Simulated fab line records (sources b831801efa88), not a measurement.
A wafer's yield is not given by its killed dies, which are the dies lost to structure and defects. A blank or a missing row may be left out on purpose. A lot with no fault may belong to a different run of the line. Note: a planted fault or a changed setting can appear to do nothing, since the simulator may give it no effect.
Problem report, 8D (eight disciplines) form, completed by code ; flow gf180mcu ; the parts of the form that need people (team, actions taken, sign-off) are left out

== 1. WHAT WENT WRONG ==
At GF_VT_IMPLANT_STRIP_31, chamber-pressure-mTorr averages 1199.8 mTorr over 5 wafers from 3 lots, while fault-free wafers read 1500.0 mTorr, standard deviation 1.3. So: -99 or more standard deviations from the usual mean.
The step: strips in O2/N2.
First observed at day 9 20:51: wafer L829.1, on plasma-asher-04. Wafers with a number at this step in the record: 42, from 14 lots. Rule for "out", or "out of limits": more than 4 standard deviations from the usual mean. Any other wafer with a number is counted as sound.

== 2. WHAT THIS IS AND IS NOT ==
question;is;is not
which readings at this step;chamber-pressure-mTorr, oes-product-au, strip-time-to-endpoint-s;drypump-motor-current-A, heater-power-w
which lots;L829, L830, L832;L818, L819, L820, L833, L834, L835, L837, L838, L839, L840, L841
which wafers of those lots;L829.1, L829.6, L830.5, L832.1, L832.5;L829.5, L830.2, L830.4, L832.3
read on which tools;plasma-asher-04;plasma-asher-02, plasma-asher-03
when;from day 9 20:51;"up to then (10 sound wafers); but 27 sound wafers of L830, L832, L833, L834, L835, L837, L838, L839, L840, L841 came after"

== 3. SUSPECTS, AND WHAT RULES EACH OUT ==
Counting: if a tool at a process step up to the reading ran every lot that is out, it stays a suspect. Sound lots after the first of them don't rule it out here, since some wafers of a struck lot are sound.
- plasma-asher-04 at GF_VT_IMPLANT_STRIP_31 (strips in O2/N2): kept. Ran every lot that is out, first one L829 (day 9 20:51); last sound lot up to then L820 (day 7 09:08). Out on those wafers are its own readings of chamber-pressure-mTorr, oes-product-au, strip-time-to-endpoint-s.
- The sound lot-mates ran in chamber 0 of plasma-asher-04 at GF_VT_IMPLANT_STRIP_31, but the wafers that are out ran in chamber 1.
After counting, what remains is plasma-asher-04 at GF_VT_IMPLANT_STRIP_31.

== 4. THE CAUSE (what the simulator had put in) ==
plasma-asher-04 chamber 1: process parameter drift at GF_VT_IMPLANT_STRIP_31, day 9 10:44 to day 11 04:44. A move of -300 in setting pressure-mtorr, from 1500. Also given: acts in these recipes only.
Counting left only this tool.

== 5. THE CHAIN OF EFFECTS, in route order ==
Each row: a reading whose mean over the struck wafers that have a number lies more than 3 standard deviations from the usual. Only readings whose record carries a usual standard deviation are examined. hours: median over the lots of the time between each lot's start at the first step of this table that gives one and its start at this step. sigmas: the change, counted in usual standard deviations.
hours;step;reading;usual;on struck wafers;change;sigmas
0;GF_VT_IMPLANT_STRIP_31;chamber-pressure-mTorr;1500.0 mTorr;1199.8;-300.2;-99 or more
0;GF_VT_IMPLANT_STRIP_31;oes-product-au;0.716 a.u.;0.677;-0.039;-9.1
0;GF_VT_IMPLANT_STRIP_31;strip-time-to-endpoint-s;12.65 s;13.62;+0.97;+30
Its process steps:
- GF_VT_IMPLANT_STRIP_31: strips in O2/N2.
At these later measuring or inspecting steps, every struck wafer for which the step has a row has a number for every such reading, and none has moved that far: GF_HV_LDD_OVL_MEAS_47.

== 6. WHAT WOULD HAVE CAUGHT IT SOONER ==
In this record no reading fell out of limits until day 9 20:51, 10 hours after the fault had begun at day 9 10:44.
